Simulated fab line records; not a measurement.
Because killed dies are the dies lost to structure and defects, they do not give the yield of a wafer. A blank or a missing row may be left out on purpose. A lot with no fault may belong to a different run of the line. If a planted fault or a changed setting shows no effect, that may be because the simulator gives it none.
A struck lot beside a sound one / flow sky130 / 16 out of 708 route steps
Sound: these wafers, L661.1, L661.5, L661.6. Wafers L675.2, L675.4, L675.6 were the ones struck. Last of all comes the cause.
Per side, at each step with rows, come the tool, then ch with its chambers, and then its first start. Under that, the readings that differ: sound wafers / struck wafers / difference of the means / sigmas: that difference in standard deviations of wafers without a fault.
alike: readings with means less than 2 such deviations apart, plus words and numbers identical on both sides. not compared: withheld readings, readings lacking a value on some wafer, bounds such as >300 that could conceal the same value, and numbers that have no deviation in the record and whose values overlap.
A row with sigmas, a row that says differs or no value, or rows on one side alone: a step with any of these is where the two part. Numbers that have no deviation but don't overlap get no sigmas and don't part them. A reading that every wafer of one side lacks parts them only if that side has two wafers or more.

first, 3 steps without rows for these wafers: SKY_SONOS_TUNNEL_EXPOSE_04 (exposes mask TUNM, target cd 410 nm); SKY_SONOS_TUNNEL_PEB_05; SKY_SONOS_TUNNEL_DEVELOP_06 (develop time 60 s).
SKY_SONOS_TUNNEL_CD_MEAS_07: target cd 410 nm.
  sound on cdSem-02, day 11 00:44; struck on cdSem-01, day 15 19:01
  alike: cdNm
SKY_SONOS_TUNNEL_OVL_MEAS_08:
  sound on overlay-02, day 11 00:52; struck on overlay-01, day 15 19:07
  alike: SONOS_TUNNEL_OVL
then, 3 steps without rows for these wafers: SKY_SONOS_TUNNEL_IMPLANT_09; SKY_SONOS_TUNNEL_WET_ETCH_10 (etches SiO2 in dHF, target depth 14 nm, time 280 s); SKY_SONOS_TUNNEL_STRIP_11 (strips in SPM, time 600 s).
SKY_SONOS_TUNNEL_TW_MEAS_12:
  sound on filmMetro-03, day 11 01:19; struck on filmMetro-04, day 15 19:35
  alike: SONOS_TUNNEL_TW
then, 2 steps without rows for these wafers: SKY_SONOS_TUNNEL_CLEAN_13 (cleans in dHF, time 20 s); SKY_SONOS_ONO_OXIDATION_00 (stabilise 600 s, purge 300 s, target thk 2.6 nm).
SKY_SONOS_ONO_THK_MEAS_01:
  sound on filmMetro-01, day 11 05:59; struck on filmMetro-04, day 16 01:40
  alike: SONOS_ONO_OXIDATION_THK
SKY_SONOS_ONO_CVD_02: deposits Si3N4 from DCS/NH3, target thk 10.5 nm, time 180 s.
  sound on lpcvd-02 ch 1, day 11 06:30; struck on lpcvd-02 ch 1, day 16 02:09
reading=model.Si3N4_of_SONOS_ONO_CVD_02.thkNm (nm); sound=10.4 10.49 10.39; struck=7.633 7.517 7.503; difference=-2.876; sigmas=
  alike: pressureMtorr, zonePowerTopPct
SKY_SONOS_ONO_THK_MEAS_03:
  sound on filmMetro-02, day 11 07:33; struck on filmMetro-01, day 16 03:13
reading=SONOS_ONO_CVD_02_THK (nm); sound=10.39 10.45 10.42; struck=7.62 7.50 7.50; difference=-2.88; sigmas=-24
then, 1 step without rows for these wafers: SKY_SONOS_ONO_CVD_04 (deposits SiO2 from SiH4/N2O, target thk 5.7199 nm).
-- the record jumps here: 33 days lie between the struck wafers' starts before and after (it left off in module SONOS_ONO and takes up again in module PAD_OPEN, whose first step shown is number 708 of the route) --
SKY_PAD_OPEN_PROBE_99:
  sound on prober-02, day 45 17:34; struck on prober-02, day 49 05:46
reading=model.etest.sonosUncharged.rOnOhmUm; sound=819.9 816.5 828.3; struck=744.2 766.4 745.7; difference=-69.5; sigmas=
reading=model.etest.sonosErased.driveUaUm; sound=172.7 197.4 196.8; struck=238.1 216.9 270.3; difference=+52.8; sigmas=
reading=model.etest.capOno.gateLog10ACm2; sound=-7.959 -7.954 -7.872; struck=-6.149 -6.106 -5.935; difference=+1.865; sigmas=
reading=model.etest.capOno.gateBvV (V); sound=16.15 16.11 16.35; struck=15 15 14.63; difference=-1; sigmas=
reading=model.etest.capOno.toxAccNm (nm); sound=12.87 12.91 12.78; struck=11.48 11.51 11.29; difference=-1.43; sigmas=
reading=model.etest.sonosProgrammed.vtV (V); sound=1.482 1.439 1.517; struck=1.817 1.796 1.764; difference=+0.313; sigmas=
reading=model.etest.sonosBaked.vtLessV (V); sound=-0.551 -0.5245 -0.5436; struck=-0.8256 -0.8081 -0.7863; difference=-0.2670; sigmas=
reading=model.etest.sonosErased.vtV (V); sound=-2.257 -2.287 -2.331; struck=-2.522 -2.496 -2.531; difference=-0.225; sigmas=
  alike: killed_at_M0_to_M3, killed_at_M4_up, killedAtContacts, killedAtFrontEnd, killedAtOther, killedDies, killedOpen, killedShort

== WHERE THEY PART ==
Only at SKY_SONOS_ONO_THK_MEAS_03, as far as this record shows. Later steps at which nothing parts them and some readings are alike: SKY_PAD_OPEN_PROBE_99.

WHY: what had been put in by the simulator
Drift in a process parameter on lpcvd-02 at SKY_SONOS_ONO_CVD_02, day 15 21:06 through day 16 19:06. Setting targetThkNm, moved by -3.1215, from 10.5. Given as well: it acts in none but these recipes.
